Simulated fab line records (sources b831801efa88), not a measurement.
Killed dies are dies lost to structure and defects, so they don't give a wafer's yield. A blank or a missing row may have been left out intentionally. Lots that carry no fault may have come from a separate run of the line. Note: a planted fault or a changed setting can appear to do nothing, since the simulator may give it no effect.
Problem report, 8D (eight disciplines) form, completed by code | flow gf180mcu | the parts of the form that need people (team, actions taken, sign-off) are left out

1. WHAT WENT WRONG
Across 6 wafers from 2 lots, HV_LDD_3_TW at GF_HV_LDD_TW_MEAS_38 averages 1326, while fault-free wafers read 1429 with a standard deviation of 7.3. Relative to the usual mean, that is a shift of -14 standard deviations.
The first sign was on wafer L775.1 at day 15 22:49, on film metro-01. The record has a number at this step for 33 wafers belonging to 11 lots. Rule for "out", or "out of limits": more than 4 standard deviations from the usual mean. All remaining wafers that have a number are taken as sound.

2. WHAT IT IS AND WHAT IT IS NOT
question                    | is                     | is not
which readings at this step | HV_LDD_3_TW            | -
which lots                  | L775, L778             | L764, L765, L766, L767, L770, L773, L783, L784, L786
which wafers of those lots  | all that have a number | -
read on which gauges        | film metro-01          | film metro-02, film metro-03
when                        | from day 15 22:49      | up to then (18 sound wafers); but 9 sound wafers of L783, L784, L786 came after

3. THE SUSPECTS, EACH WITH WHAT RULES IT OUT
Counting: any tool at a process step up to the reading is kept as a suspect provided that every lot that is out went through it and no sound lot did after the first of them.
- the gauge at GF_HV_LDD_TW_MEAS_38 is ruled out. All the wafers that are out were read on film metro-01, but those of them that GF_HV_LDD_IMPLANT_35 has rows for are out there too, on other tools.
- implanter-02 at GF_HV_LDD_IMPLANT_35: kept. Every lot that is out went through it, starting with L775 (day 15 22:25), and after that it ran no sound lot; the last sound lot it ran before then is L770 (day 13 17:19). On those wafers its own readings are out: dose ions cm2, faraday current uA.
Remaining after the count: implanter-02 at GF_HV_LDD_IMPLANT_35.

4. THE CAUSE (what the simulator had put in)
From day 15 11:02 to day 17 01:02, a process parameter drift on implanter-02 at GF_HV_LDD_IMPLANT_35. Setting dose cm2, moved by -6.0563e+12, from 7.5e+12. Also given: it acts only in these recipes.
Counting left only this tool.

5. SEQUENCE OF EFFECTS, ordered by route
One row per reading whose mean, taken over the struck wafers that have a number, lies over 3 standard deviations from the usual. Scope: only readings with a usual standard deviation given in the record; hours: median across lots of the time from each lot's start at the first step in this table that gives one to its start at this step; sigmas: change in usual standard deviations.
hours | step                 | reading            | usual        | on struck wafers | change     | sigmas
0     | GF_HV_LDD_IMPLANT_35 | dose ions cm2      | 7.499e+12    | 1.444e+12        | -6.055e+12 | -99 or more
0     | GF_HV_LDD_IMPLANT_35 | faraday current uA | 42.2         | 8.2              | -34.0      | -42
0     | GF_HV_LDD_TW_MEAS_38 | HV_LDD_3_TW        | 1429         | 1326             | -102       | -14
23    | GF_HV_LDD_RS_MEAS_53 | HV_LDD_RS          | 418.1 ohm/sq | 435.6            | +17.5      | +20
The process steps in it:
- GF_HV_LDD_IMPLANT_35
Later measuring or inspecting steps at which every struck wafer that the step has a row for has a number for every such reading, and none has moved that far: GF_HV_LDD_THK_MEAS_57.

6. WHAT WOULD HAVE CAUGHT IT SOONER
Counted from the fault's start at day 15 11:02, it took 12 hours until the first out-of-limits reading at a measuring or inspecting step in this record, taken at day 15 22:49.
Tool's own readings at GF_HV_LDD_IMPLANT_35, dose ions cm2, faraday current uA: out on all struck wafers the step has rows for; an alarm limit on them would have tripped on the first.
L778, from the lots that are out (2), started GF_HV_LDD_IMPLANT_35 on implanter-02 later than day 15 22:49. Holding the tool at that time would have saved it.
